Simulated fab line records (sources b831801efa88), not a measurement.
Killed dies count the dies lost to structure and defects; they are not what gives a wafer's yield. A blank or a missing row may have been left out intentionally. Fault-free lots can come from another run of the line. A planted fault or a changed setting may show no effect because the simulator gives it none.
fab line records	flow sky130
[record] lots = 14	wafers = 42	lastDay = 50
route steps=708 shown SD_N@350 LI_CONTACT@370 PAD_OPEN@708
lots with no fault: from the same line, run without faults
startH: hours from the record's opening day to when the first of the lot's shown wafers began	waitH: how many hours have passed since the lot's step before this one	" identical to the entry in the row above	L1.1+2: several wafers, shown together as one row	- no value, or no start was given	* or withheld: withheld	< > ~ a bound
route shown NAME@n: a module of which the file shows steps, and the number in the route of the first	usual: mean/standard deviation of fault-free wafers	same: alike in all rows	chamber/n: place in a boat	sites: per-site readings	_std_site: standard deviation of those values	_edge_site: inner sites' mean taken away from outer sites' mean	radiusMm: for every site, how far away it sits from the centre of the wafer	mask NAME#n: copy n	behind: the most recent tool/chamber to have shaped the wafer	hold: why the lot was held/for how many hours/how that ended	device: which transistor (n, p or np) failed to switch	end of line: the route-end tests of the same wafers	a step with no rows: only its recipe	killed: the dies lost at the first sort to structure and to defects; this is not the yield of the wafer	map: a wafer's dies, marking killed ones x, the rest . and places with no die _
set.NAME: the setting the step ran with; set.NAME@STEP: the setting that earlier step ran with	model.NAME: the simulator's own value behind a step, which no gauge read
a sample of lots followed through the steps of the route, with each step as a table and each wafer as a row
services: the hour from which a tool's chamber was out of use, counted from the record's first day as startH (under 0 if before that day), plus the number of hours and why
[[steps]]
[step SKY_SD_N_OVL_MEAS_08]
[usual] SD_N_OVL = 0.9/1.3
lot.wafer	tool	chamber	startH	waitH	SD_N_OVL[nm]
L784.2	overlay-02	-	653.67	0.1	1.7
L784.3	"	-	"	"	1.8
L784.6	"	-	"	"	2.0
L785.1	overlay-02	-	665.94	0.1	3.1
L785.3	"	-	"	"	-0.5
L785.6	"	-	"	"	1.3
L786.1	overlay-02	-	672.41	0.1	-0.7
L786.2	"	-	"	"	1.8
L786.4	"	-	"	"	1.9
L787.2	overlay-02	-	690.80	0.1	-0.2
L787.3	"	-	"	"	-0.5
L787.6	"	-	"	"	2.8
L790.1	overlay-02	-	716.09	0.1	0.5
L790.4	"	-	"	"	-0.1
L790.5	"	-	"	"	-1.1
L794.2	overlay-01	-	753.39	0.1	-0.6
L794.4	"	-	"	"	1.1
L794.6	"	-	"	"	1.5
L796.1	overlay-02	-	757.39	0.1	-0.7
L796.3	"	-	"	"	-0.3
L796.6	"	-	"	"	0.1
L797.2	overlay-02	-	770.49	0.1	1.5
L797.4	"	-	"	"	0.7
L797.5	"	-	"	"	0.4
L800.2	overlay-01	-	784.99	0.1	-0.1
L800.4	"	-	"	"	-1.2
L800.6	"	-	"	"	-0.1
L802.1	overlay-02	-	800.96	0.1	-1.5
L802.2	"	-	"	"	-0.5
L802.6	"	-	"	"	0.4
L805.1	overlay-02	-	825.91	0.1	1.7
L805.3	"	-	"	"	2.9
L805.6	"	-	"	"	-1.0
L804.3	overlay-02	-	829.95	0.1	2.0
L804.4	"	-	"	"	1.8
L804.5	"	-	"	"	2.0
L806.4	overlay-01	-	834.71	0.1	1.4
L806.5	"	-	"	"	0.4
L806.6	"	-	"	"	1.6
L807.1	overlay-01	-	834.99	0.1	2.5
L807.4	"	-	"	"	3.8
L807.5	"	-	"	"	2.6
[step SKY_LI_CONTACT_SOFTBAKE_08]
[recipe] tempC = 100	timeS = 90	resist = KrF-thick
[usual] heaterPowerTotalW = 57.35/0.12	plateTempC = 100.00/0.11	resistLineTempC = 23.00/0.1
lot.wafer	tool	chamber	startH	waitH	heaterPowerTotalW	plateTempC	resistLineTempC
L784.2	lithoTrack-01	0	669	-	57.58	99.98	22.99
L784.3	"	0	"	"	57.42	100.17	22.87
L784.6	"	0	"	"	57.28	99.96	22.99
L785.1	lithoTrack-03	0	681	-	57.27	99.98	22.81
L785.3	"	0	"	"	57.22	99.89	22.79
L785.6	"	0	"	"	57.26	99.71	22.89
L786.1	lithoTrack-02	0	688	-	57.16	100.07	22.97
L786.2	"	0	"	"	57.31	100.14	23.01
L786.4	"	0	"	"	57.51	99.93	23.09
L787.2	lithoTrack-03	0	706	-	57.37	100.04	22.97
L787.3	"	0	"	"	57.37	99.92	22.94
L787.6	"	0	"	"	57.51	99.88	22.99
L790.1	lithoTrack-01	0	730	-	57.49	100.04	22.97
L790.4	"	0	731	-	57.35	100.01	23.18
L790.5	"	0	"	"	57.33	100.00	23.29
L794.2	lithoTrack-03	0	768	-	55.96	98.34	22.83
L794.4	"	0	"	"	56.07	98.41	22.87
L794.6	"	0	"	"	56.00	98.30	23.01
L796.1	lithoTrack-03	0	772	-	56.04	98.22	22.92
L796.3	"	0	773	-	56.11	98.42	22.96
L796.6	"	0	"	"	56.17	98.24	22.98
L797.2	lithoTrack-01	0	785	-	57.54	99.97	22.97
L797.4	"	0	"	"	57.32	100.01	22.98
L797.5	"	0	"	"	57.33	99.98	22.82
L800.2	lithoTrack-02	0	800	-	57.27	99.76	22.97
L800.4	"	0	"	"	57.35	99.94	23.04
L800.6	"	0	"	"	57.21	99.91	23.12
L802.1	lithoTrack-02	0	815	-	57.40	99.94	23.01
L802.2	"	0	"	"	57.25	100.03	23.01
L802.6	"	0	"	"	57.50	99.97	23.11
L805.1	lithoTrack-02	0	840	-	57.49	100.04	23.00
L805.3	"	0	"	"	57.25	99.90	22.97
L805.6	"	0	"	"	57.55	99.88	23.01
L804.3	lithoTrack-03	0	844	-	57.33	100.08	23.08
L804.4	"	0	"	"	57.30	100.16	23.11
L804.5	"	0	"	"	57.41	99.89	23.04
L806.4	lithoTrack-03	0	849	-	57.40	100.01	23.04
L806.5	"	0	"	"	57.29	100.22	23.13
L806.6	"	0	"	"	57.44	99.93	22.89
L807.1	lithoTrack-02	0	849	-	57.49	100.09	22.82
L807.4	"	0	"	"	57.44	100.04	22.95
L807.5	"	0	"	"	57.16	100.12	22.86
[step SKY_LI_CONTACT_CD_MEAS_12]
[recipe] targetCdNm = 170
[usual] cdNm = 170.1/1.6
lot.wafer	tool	chamber	startH	waitH	cdNm
L784.2	cdSem-01	-	683.62	-	169.0
L784.3	"	-	"	"	167.6
L784.6	"	-	"	"	169.3
L785.1	cdSem-02	-	695.45	-	173.1
L785.3	"	-	"	"	173.0
L785.6	"	-	"	"	173.3
L786.1	cdSem-01	-	702.42	-	168.3
L786.2	"	-	"	"	168.9
L786.4	"	-	"	"	167.5
L787.2	cdSem-02	-	720.36	-	172.3
L787.3	"	-	"	"	172.3
L787.6	"	-	"	"	172.2
L790.1	cdSem-01	-	745.52	-	169.2
L790.4	"	-	"	"	171.4
L790.5	"	-	"	"	170.4
L794.2	cdSem-01	-	782.04	-	170.9
L794.4	"	-	"	"	169.9
L794.6	"	-	"	"	170.0
L796.1	cdSem-02	-	786.24	-	170.3
L796.3	"	-	"	"	169.2
L796.6	"	-	"	"	171.5
L797.2	cdSem-02	-	798.71	-	171.1
L797.4	"	-	"	"	171.7
L797.5	"	-	"	"	170.3
L800.2	cdSem-01	-	813.71	-	170.5
L800.4	"	-	"	"	171.2
L800.6	"	-	"	"	169.7
L802.1	cdSem-01	-	828.50	-	171.8
L802.2	"	-	"	"	172.2
L802.6	"	-	"	"	172.3
L805.1	cdSem-01	-	854.14	-	165.9
L805.3	"	-	"	"	166.8
L805.6	"	-	"	"	166.9
L804.3	cdSem-02	-	858.19	-	172.1
L804.4	"	-	"	"	172.1
L804.5	"	-	"	"	172.0
L806.4	cdSem-02	-	862.75	-	170.1
L806.5	"	-	"	"	169.2
L806.6	"	-	"	"	168.9
L807.1	cdSem-02	-	862.97	-	171.6
L807.4	"	-	"	"	171.7
L807.5	"	-	"	"	171.4
[step SKY_LI_CONTACT_CVD_21]
[recipe] material = W	targetThkNm = 400	timeS = 120.56	tempC = 400	pressureTorr = 40
[usual] heaterPowerW = 977/32
lot.wafer	tool	chamber	startH	waitH	heaterPowerW
L784.2	cvdW-01	1	684.31	0.0	920
L784.3	"	0	"	"	961
L784.6	"	1	"	"	941
L785.1	cvdW-02	0	696.16	0.0	1033
L785.3	"	1	"	"	954
L785.6	"	1	"	"	951
L786.1	cvdW-01	0	703.14	0.0	963
L786.2	"	1	"	"	936
L786.4	"	0	"	"	973
L787.2	cvdW-02	1	721.06	0.0	934
L787.3	"	0	"	"	1021
L787.6	"	1	"	"	926
L790.1	cvdW-02	1	746.24	0.0	945
L790.4	"	1	"	"	923
L790.5	"	0	"	"	1016
L794.2	cvdW-01	0	782.75	0.0	987
L794.4	"	0	"	"	980
L794.6	"	1	"	"	964
L796.1	cvdW-01	0	786.96	0.0	960
L796.3	"	1	"	"	942
L796.6	"	0	"	"	1005
L797.2	cvdW-01	1	799.42	0.0	970
L797.4	"	0	"	"	1006
L797.5	"	0	"	"	986
L800.2	cvdW-01	0	814.58	0.0	1020
L800.4	"	0	"	"	957
L800.6	"	0	"	"	986
L802.1	cvdW-02	1	829.23	0.0	947
L802.2	"	0	"	"	1040
L802.6	"	0	"	"	1018
L805.1	cvdW-01	1	854.86	0.0	986
L805.3	"	1	"	"	965
L805.6	"	1	"	"	998
L804.3	cvdW-02	1	858.91	0.1	953
L804.4	"	0	"	"	1036
L804.5	"	1	"	"	959
L806.4	cvdW-02	1	863.48	0.1	927
L806.5	"	0	"	"	1050
L806.6	"	1	"	"	910
L807.1	cvdW-01	1	863.69	0.0	961
L807.4	"	0	"	"	992
L807.5	"	1	"	"	983
[step SKY_PAD_OPEN_PROBE_99]
[usual] killed_at_M0_to_M3 = 46/6.7	killed_at_M4_up = 3.3/2	killedAtContacts = 24/5.4	killedAtFrontEnd = 15/4.3	killedAtOther = 0.4/0.64	killedDies = 89/9.1	killedOpen = 48/7.2	killedShort = 40/6.3
[same] grossDies = 492	killedAtBackSide = 0
lot.wafer	tool	chamber	startH	waitH	killed_at_M0_to_M3	killed_at_M4_up	killedAtContacts	killedAtFrontEnd	killedAtOther	killedDies	killedOpen	killedShort
L784.2	prober-01	-	1086.28	0.1	55	1	21	15	1	93	52	41
L784.3	prober-01	-	1086.33	0.2	40	5	25	16	1	87	46	41
L784.6	prober-01	-	1086.48	0.2	51	2	22	23	0	98	51	46
L785.1	prober-02	-	1093.16	0.1	48	2	24	9	0	83	47	36
L785.3	prober-02	-	1093.26	0.2	42	2	22	25	0	91	48	42
L785.6	prober-02	-	1093.41	0.2	64	2	26	13	1	106	61	44
L786.1	prober-01	-	1100.04	0.1	32	5	17	16	1	71	38	32
L786.2	prober-01	-	1100.09	0.1	40	1	22	20	1	84	45	38
L786.4	prober-01	-	1100.19	0.2	36	6	20	20	0	82	48	34
L787.2	prober-02	-	1112.19	0.1	30	1	32	11	0	74	43	31
L787.3	prober-02	-	1112.24	0.2	51	2	19	26	1	99	59	39
L787.6	prober-02	-	1112.39	0.2	48	5	31	17	0	101	53	48
L790.1	prober-02	-	1130.46	0.1	59	3	30	8	0	100	58	40
L790.4	prober-02	-	1130.61	0.2	34	1	26	15	0	76	45	31
L790.5	prober-02	-	1130.66	0.2	49	7	31	22	0	109	65	41
L794.2	prober-02	-	1156.86	0.1	35	2	22	17	0	76	38	38
L794.4	prober-02	-	1156.96	0.2	41	3	39	16	0	99	55	44
L794.6	prober-02	-	1157.06	0.2	40	5	30	16	0	91	56	35
L796.1	prober-02	-	1162.66	0.1	44	4	28	5	0	81	46	35
L796.3	prober-02	-	1162.76	0.2	49	2	27	10	0	88	55	33
L796.6	prober-02	-	1162.91	0.2	46	4	16	15	1	82	50	32
L797.2	prober-01	-	1167.27	0.1	46	1	27	25	0	99	61	37
L797.4	prober-01	-	1167.37	0.2	42	4	18	17	0	81	42	39
L797.5	prober-01	-	1167.42	0.2	58	8	21	11	0	98	43	55
L800.2	prober-01	-	1180.35	0.1	43	7	25	20	0	95	50	45
L800.4	prober-01	-	1180.45	0.2	41	2	24	17	0	84	51	33
L800.6	prober-01	-	1180.55	0.2	41	5	23	12	0	81	38	43
L802.1	prober-01	-	1188.79	0.1	36	2	18	8	0	64	33	31
L802.2	prober-01	-	1188.84	0.1	44	3	27	18	0	92	50	42
L802.6	prober-01	-	1189.04	0.2	45	5	18	20	2	90	47	43
L805.1	prober-01	-	1203.70	0.1	39	4	21	15	0	79	42	37
L805.3	prober-01	-	1203.80	0.2	46	3	23	12	0	84	45	39
L805.6	prober-01	-	1203.95	0.2	49	3	27	14	3	96	65	31
L804.3	prober-02	-	1207.42	0.2	51	4	19	19	0	93	56	37
L804.4	prober-02	-	1207.47	0.2	53	11	13	12	0	89	47	42
L804.5	prober-02	-	1207.52	0.2	51	1	27	11	1	91	43	48
L807.1	prober-02	-	1209.44	0.1	67	5	23	12	0	107	63	44
L807.4	prober-02	-	1209.59	0.2	37	1	23	14	0	75	45	30
L807.5	prober-02	-	1209.64	0.2	43	5	23	18	0	89	47	42
L806.4	prober-01	-	1209.46	0.2	51	0	20	14	0	85	49	36
L806.5	prober-01	-	1209.51	0.2	48	3	32	22	0	105	59	46
L806.6	prober-01	-	1209.56	0.2	39	2	26	13	1	81	36	45
// killed by level:class
L784.2 VIA2:geometricParticle:open=16 VIA1:geometricParticle:open=12 CONTACT:geometricParticle:short=9 VIA1:geometricParticle:short=9 CONTACT:geometricParticle:open=6 METAL1:geometricParticle:short=6 FIELD_ISO:geometricParticle:short=4 FIELD_ISO:geometricParticle:open=3
L784.3 VIA1:geometricParticle:open=12 CONTACT:geometricParticle:short=8 VIA2:geometricParticle:open=7 CONTACT:geometricParticle:open=6 FIELD_ISO:geometricParticle:short=5 LI_CONTACT:geometricParticle:open=5 LOCAL_INTERCONNECT:geometricParticle:short=4 VIA1:geometricParticle:short=4
L784.6 VIA1:geometricParticle:open=10 VIA1:geometricParticle:short=10 FIELD_ISO:geometricParticle:open=9 CONTACT:geometricParticle:open=9 METAL2:geometricParticle:short=8 VIA2:geometricParticle:open=8 LI_CONTACT:geometricParticle:open=6 POLY_GATE:geometricParticle:short=5
L785.1 CONTACT:geometricParticle:open=15 VIA1:geometricParticle:open=12 VIA1:geometricParticle:short=8 METAL2:geometricParticle:short=7 METAL1:geometricParticle:short=7 FIELD_ISO:geometricParticle:short=4 VIA2:geometricParticle:open=4 LI_CONTACT:geometricParticle:open=3
L785.3 VIA1:geometricParticle:open=10 FIELD_ISO:geometricParticle:short=8 CONTACT:geometricParticle:open=8 FIELD_ISO:geometricParticle:open=5 VIA2:geometricParticle:open=5 POLY_GATE:geometricParticle:open=5 VIA3:geometricParticle:open=5 LI_CONTACT:geometricParticle:open=4
L785.6 VIA1:geometricParticle:open=21 CONTACT:geometricParticle:open=10 VIA1:geometricParticle:short=10 LOCAL_INTERCONNECT:geometricParticle:short=7 FIELD_ISO:geometricParticle:open=6 METAL2:geometricParticle:short=6 VIA3:geometricParticle:open=6 LI_CONTACT:geometricParticle:open=5
L786.1 VIA1:geometricParticle:open=8 FIELD_ISO:geometricParticle:short=7 LI_CONTACT:geometricParticle:open=7 POLY_GATE:geometricParticle:open=6 VIA2:geometricParticle:open=6 CONTACT:geometricParticle:open=5 METAL2:geometricParticle:short=4 METAL1:geometricParticle:short=4
L786.2 CONTACT:geometricParticle:open=9 VIA3:geometricParticle:open=9 VIA2:geometricParticle:open=8 FIELD_ISO:geometricParticle:short=6 POLY_GATE:geometricParticle:short=6 LI_CONTACT:geometricParticle:open=6 VIA1:geometricParticle:open=5 LOCAL_INTERCONNECT:geometricParticle:short=4
L786.4 VIA2:geometricParticle:open=8 LI_CONTACT:geometricParticle:open=7 VIA1:geometricParticle:open=7 VIA3:geometricParticle:open=7 CONTACT:geometricParticle:open=6 POLY_GATE:geometricParticle:short=5 METAL2:geometricParticle:short=5 FIELD_ISO:geometricParticle:short=4
L787.2 LI_CONTACT:geometricParticle:open=10 CONTACT:geometricParticle:open=9 VIA1:geometricParticle:short=6 VIA3:geometricParticle:open=5 LOCAL_INTERCONNECT:geometricParticle:short=5 FIELD_ISO:geometricParticle:open=4 LOCAL_INTERCONNECT:geometricParticle:open=4 POLY_GATE:geometricParticle:open=3
L787.3 CONTACT:geometricParticle:open=12 VIA1:geometricParticle:open=11 FIELD_ISO:geometricParticle:short=10 FIELD_ISO:geometricParticle:open=10 VIA3:geometricParticle:open=9 METAL1:geometricParticle:short=5 METAL2:geometricParticle:short=5 VIA3:geometricParticle:short=5
L787.6 CONTACT:geometricParticle:open=10 VIA2:geometricParticle:open=10 LI_CONTACT:geometricParticle:open=9 METAL1:geometricParticle:short=9 VIA1:geometricParticle:open=8 VIA3:geometricParticle:short=7 FIELD_ISO:geometricParticle:short=6 LOCAL_INTERCONNECT:geometricParticle:short=4
L790.1 CONTACT:geometricParticle:open=13 VIA2:geometricParticle:open=13 VIA1:geometricParticle:open=11 VIA3:geometricParticle:open=6 METAL1:geometricParticle:short=6 METAL2:geometricParticle:short=6 LI_CONTACT:geometricParticle:open=5 VIA1:geometricParticle:short=5
L790.4 CONTACT:geometricParticle:open=8 VIA3:geometricParticle:open=8 LOCAL_INTERCONNECT:geometricParticle:short=7 FIELD_ISO:geometricParticle:open=6 METAL2:geometricParticle:short=6 LI_CONTACT:geometricParticle:open=5 METAL1:geometricParticle:short=5 VIA1:geometricParticle:open=5
L790.5 CONTACT:geometricParticle:open=11 LI_CONTACT:geometricParticle:open=10 VIA3:geometricParticle:open=10 VIA1:geometricParticle:open=8 FIELD_ISO:geometricParticle:short=7 POLY_GATE:geometricParticle:open=7 VIA1:geometricParticle:short=7 METAL2:geometricParticle:short=6
L794.2 FIELD_ISO:geometricParticle:short=8 VIA2:geometricParticle:open=7 CONTACT:geometricParticle:open=7 VIA1:geometricParticle:open=6 LI_CONTACT:geometricParticle:open=5 CONTACT:geometricParticle:short=5 METAL2:geometricParticle:short=5 VIA3:geometricParticle:open=5
L794.4 CONTACT:geometricParticle:open=16 VIA1:geometricParticle:open=11 LI_CONTACT:geometricParticle:open=8 CONTACT:geometricParticle:short=7 VIA3:geometricParticle:open=7 LI_CONTACT:geometricParticle:short=5 FIELD_ISO:geometricParticle:open=4 FIELD_ISO:geometricParticle:short=4
L794.6 CONTACT:geometricParticle:open=16 LI_CONTACT:geometricParticle:open=8 VIA3:geometricParticle:open=7 VIA2:geometricParticle:open=7 VIA1:geometricParticle:open=6 VIA1:geometricParticle:short=6 METAL2:geometricParticle:short=6 FIELD_ISO:geometricParticle:short=4
L796.1 VIA1:geometricParticle:open=11 CONTACT:geometricParticle:open=9 VIA3:geometricParticle:open=8 CONTACT:geometricParticle:short=7 METAL1:geometricParticle:short=7 VIA1:geometricParticle:short=6 VIA2:geometricParticle:open=6 LI_CONTACT:geometricParticle:short=5
L796.3 VIA1:geometricParticle:open=16 CONTACT:geometricParticle:open=12 LI_CONTACT:geometricParticle:open=8 METAL1:geometricParticle:short=6 VIA2:geometricParticle:open=6 VIA1:geometricParticle:short=5 CONTACT:geometricParticle:short=4 VIA2:geometricParticle:short=4
L796.6 VIA1:geometricParticle:open=13 VIA2:geometricParticle:open=9 VIA3:geometricParticle:open=8 SPACER:geometricParticle:open=5 POLY_GATE:geometricParticle:open=4 VIA1:geometricParticle:short=4 LOCAL_INTERCONNECT:geometricParticle:short=4 METAL2:geometricParticle:short=4
L797.2 VIA1:geometricParticle:open=19 LI_CONTACT:geometricParticle:open=11 POLY_GATE:geometricParticle:open=9 CONTACT:geometricParticle:open=9 FIELD_ISO:geometricParticle:short=5 LOCAL_INTERCONNECT:geometricParticle:short=5 VIA1:geometricParticle:short=5 METAL2:geometricParticle:short=5
L797.4 VIA1:geometricParticle:open=8 CONTACT:geometricParticle:open=6 METAL2:geometricParticle:short=6 VIA3:geometricParticle:open=6 VIA2:geometricParticle:open=5 VIA1:geometricParticle:short=5 METAL3:geometricParticle:short=5 FIELD_ISO:geometricParticle:open=4
L797.5 VIA1:geometricParticle:open=10 METAL2:geometricParticle:short=9 CONTACT:geometricParticle:open=8 VIA2:geometricParticle:open=8 VIA2:geometricParticle:short=6 METAL4:geometricParticle:short=5 VIA1:geometricParticle:short=5 METAL2:geometricParticle:open=4
L800.2 VIA1:geometricParticle:open=9 VIA2:geometricParticle:open=7 LI_CONTACT:geometricParticle:open=7 FIELD_ISO:geometricParticle:open=6 LOCAL_INTERCONNECT:geometricParticle:short=6 VIA3:geometricParticle:open=6 CONTACT:geometricParticle:open=5 METAL1:geometricParticle:short=5
L800.4 VIA1:geometricParticle:open=8 VIA3:geometricParticle:open=7 FIELD_ISO:geometricParticle:open=6 LOCAL_INTERCONNECT:geometricParticle:open=6 VIA2:geometricParticle:open=6 LI_CONTACT:geometricParticle:open=5 LOCAL_INTERCONNECT:geometricParticle:short=5 METAL1:geometricParticle:short=5
L800.6 VIA1:geometricParticle:open=10 METAL2:geometricParticle:short=8 LI_CONTACT:geometricParticle:open=8 POLY_GATE:geometricParticle:short=7 CONTACT:geometricParticle:open=7 VIA1:geometricParticle:short=4 VIA3:geometricParticle:short=4 VIA3:geometricParticle:open=4
L802.1 VIA1:geometricParticle:open=11 CONTACT:geometricParticle:open=7 CONTACT:geometricParticle:short=6 METAL2:geometricParticle:short=6 METAL1:geometricParticle:short=5 VIA2:geometricParticle:open=4 FIELD_ISO:geometricParticle:short=3 LOCAL_INTERCONNECT:geometricParticle:short=3
L802.2 CONTACT:geometricParticle:open=11 VIA3:geometricParticle:open=6 LI_CONTACT:geometricParticle:open=6 VIA1:geometricParticle:open=6 METAL1:geometricParticle:short=5 VIA1:geometricParticle:short=5 VIA2:geometricParticle:open=5 VIA3:geometricParticle:short=5
L802.6 VIA1:geometricParticle:open=9 VIA2:geometricParticle:open=9 VIA1:geometricParticle:short=6 METAL2:geometricParticle:short=5 CONTACT:geometricParticle:open=5 CONTACT:geometricParticle:short=5 VIA3:geometricParticle:open=5 POLY_GATE:geometricParticle:short=4
L805.1 VIA1:geometricParticle:open=11 CONTACT:geometricParticle:open=10 FIELD_ISO:geometricParticle:short=6 LI_CONTACT:geometricParticle:open=6 VIA2:geometricParticle:open=6 POLY_GATE:geometricParticle:short=5 METAL2:geometricParticle:short=5 METAL4:geometricParticle:short=4
L805.3 VIA1:geometricParticle:open=12 CONTACT:geometricParticle:open=9 METAL1:geometricParticle:short=8 METAL2:geometricParticle:short=7 LI_CONTACT:geometricParticle:open=6 VIA3:geometricParticle:open=6 VIA1:geometricParticle:short=5 VIA2:geometricParticle:open=5
L805.6 VIA1:geometricParticle:open=15 CONTACT:geometricParticle:open=13 VIA3:geometricParticle:open=7 LI_CONTACT:geometricParticle:open=6 VIA2:geometricParticle:open=6 CONTACT:geometricParticle:short=5 VIA1:geometricParticle:short=5 METAL1:geometricParticle:open=4
L804.3 VIA2:geometricParticle:open=11 CONTACT:geometricParticle:open=9 METAL1:geometricParticle:short=7 VIA1:geometricParticle:open=7 METAL2:geometricParticle:open=7 VIA3:geometricParticle:open=6 POLY_GATE:geometricParticle:short=5 POLY_GATE:geometricParticle:open=5
L804.4 VIA3:geometricParticle:open=13 VIA1:geometricParticle:open=10 METAL4:geometricParticle:short=8 LI_CONTACT:geometricParticle:open=6 METAL1:geometricParticle:short=5 VIA2:geometricParticle:short=5 METAL3:geometricParticle:short=5 FIELD_ISO:geometricParticle:open=4
L804.5 VIA2:geometricParticle:open=11 LI_CONTACT:geometricParticle:open=7 LOCAL_INTERCONNECT:geometricParticle:short=7 CONTACT:geometricParticle:open=7 VIA1:geometricParticle:open=7 VIA3:geometricParticle:short=7 METAL2:geometricParticle:short=6 VIA1:geometricParticle:short=5
L807.1 VIA1:geometricParticle:open=17 VIA3:geometricParticle:open=15 METAL2:geometricParticle:short=9 CONTACT:geometricParticle:open=8 VIA2:geometricParticle:open=7 LI_CONTACT:geometricParticle:open=6 CONTACT:geometricParticle:short=6 VIA1:geometricParticle:short=6
L806.4 VIA1:geometricParticle:open=12 VIA3:geometricParticle:open=8 LI_CONTACT:geometricParticle:open=7 VIA2:geometricParticle:open=7 CONTACT:geometricParticle:short=6 CONTACT:geometricParticle:open=5 VIA1:geometricParticle:short=4 VIA2:geometricParticle:short=4
L806.5 VIA1:geometricParticle:open=17 CONTACT:geometricParticle:open=12 LI_CONTACT:geometricParticle:open=8 VIA3:geometricParticle:short=6 POLY_GATE:geometricParticle:open=6 POLY_GATE:geometricParticle:short=6 METAL1:geometricParticle:short=6 FIELD_ISO:geometricParticle:open=5
L806.6 CONTACT:geometricParticle:open=8 LI_CONTACT:geometricParticle:open=7 METAL1:geometricParticle:short=7 METAL2:geometricParticle:short=7 VIA1:geometricParticle:open=6 VIA3:geometricParticle:short=6 VIA2:geometricParticle:open=5 FIELD_ISO:geometricParticle:open=4
L807.4 CONTACT:geometricParticle:open=11 VIA1:geometricParticle:open=9 METAL1:geometricParticle:short=8 CONTACT:geometricParticle:short=6 VIA3:geometricParticle:open=6 LI_CONTACT:geometricParticle:open=4 POLY_GATE:geometricParticle:short=3 VIA2:geometricParticle:open=3
L807.5 VIA1:geometricParticle:open=11 CONTACT:geometricParticle:open=7 POLY_GATE:geometricParticle:open=6 LI_CONTACT:geometricParticle:open=6 VIA3:geometricParticle:open=6 VIA3:geometricParticle:short=6 LOCAL_INTERCONNECT:geometricParticle:short=5 VIA1:geometricParticle:short=5
[[services]]
tool	chamber	startH	hours	kind
cvdW-02	-	654.11	6.0	pm
cvdW-02	0	672.66	12.6	repair
cvdW-02	1	700.93	4.2	repair
cvdW-02	-	782.29	2.8	pm
cvdW-02	-	843.39	1.2	repair
cvdW-01	0	852.92	4.2	repair
[[key]]
[firstSign] step = SKY_LI_CONTACT_SOFTBAKE_08	reading = plateTempC	direction = down	sigmas = 15	usual = *	struck = *
[effect] step = SKY_LI_CONTACT_SOFTBAKE_08	reading = heaterPowerTotalW	direction = down	sigmas = 11	usual = *	struck = *
metAt SKY_LI_CONTACT_SOFTBAKE_08
struckLots L794,L796
testerLeftOut L794,L796
notActingAt SKY_SD_N_OVL_MEAS_08,SKY_LI_CONTACT_CD_MEAS_12,SKY_LI_CONTACT_CVD_21
onsetBetween 706 768
[fault] kind = processParameterDrift	tool = lithoTrack-03	chamber = -	onsetH = 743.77	steps = SKY_LI_CONTACT_SOFTBAKE_08	channel = tempC	offset = *	shape = step	endH = 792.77	actsIn = *	stated = *
// testerLeftOut: of these lots the tester's yield and bins aren't shown, on N5 and GAA mostly nor the transistor test; their killed dies are dies lost to structure and defects alone, not to doping, threshold or leakage, so they don't give the yield
